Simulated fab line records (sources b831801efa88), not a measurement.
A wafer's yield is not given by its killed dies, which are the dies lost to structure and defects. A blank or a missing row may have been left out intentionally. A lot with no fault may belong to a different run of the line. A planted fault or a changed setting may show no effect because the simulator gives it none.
Chamber matching + flow sky130 + cmp-01 running SKY_LI_CONTACT_CMP_02: 4 sister chambers
The step polishes PSG. 4 wafers are shown with their chamber, then 12 later ones without.

== WAFERS, EACH WITH ITS CHAMBER ==
| wafer  | chamber | motorCurrentA (A) |
|--------|---------|-------------------|
| L085.5 | 0       | 10.0              |
| L089.2 | 3       | 10.2              |
| L089.5 | 2       | 12.7              |
| L089.6 | 1       | 10.6              |

== WAFERS WITHOUT THEIR CHAMBER ==
| wafer  | motorCurrentA (A) |
|--------|-------------------|
| L090.2 | 10.6              |
| L090.4 | 10.0              |
| L090.5 | 14.1              |
| L093.1 | 10.7              |
| L093.2 | 11.3              |
| L093.6 | 10.8              |
| L094.1 | 13.2              |
| L094.3 | 10.6              |
| L094.6 | 10.6              |
| L096.3 | 10.6              |
| L096.5 | 10.6              |
| L096.6 | 13.0              |

== WHICH CHAMBER EACH WENT THROUGH ==
| wafer  | from the rows above               | in truth |
|--------|-----------------------------------|----------|
| L090.2 | can't be placed: 1 or 3 or 0      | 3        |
| L090.4 | can't be placed: 0 or 3 or 1      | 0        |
| L090.5 | 2                                 | 2        |
| L093.1 | can't be placed: 1 or 3 or 0      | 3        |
| L093.2 | can't be placed: 1 or 3 or 0 or 2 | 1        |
| L093.6 | can't be placed: 1 or 3 or 0      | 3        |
| L094.1 | 2                                 | 2        |
| L094.3 | can't be placed: 1 or 3 or 0      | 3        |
| L094.6 | can't be placed: 1 or 3 or 0      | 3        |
| L096.3 | can't be placed: 1 or 3 or 0      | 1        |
| L096.5 | can't be placed: 1 or 3 or 0      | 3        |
| L096.6 | 2                                 | 2        |
3 of 12 placed correctly. Not placeable from these rows: 9 (in 9, the candidates include the true chamber). 0 placed wrongly.
How it was worked out, from the rows above alone: a wafer's distance from a chamber is the root of the sum, over the readings, of the square of ((its reading less the chamber's mean) divided by the reading's scatter). The wafer belongs to the nearest chamber; if the next one is less than 2 further off, it can't be placed. The mean given for a chamber averages the wafers shown for that chamber. The scatter: with one shown wafer a chamber, the root of the mean of the squares of how far each hidden wafer lies from its nearest shown one.
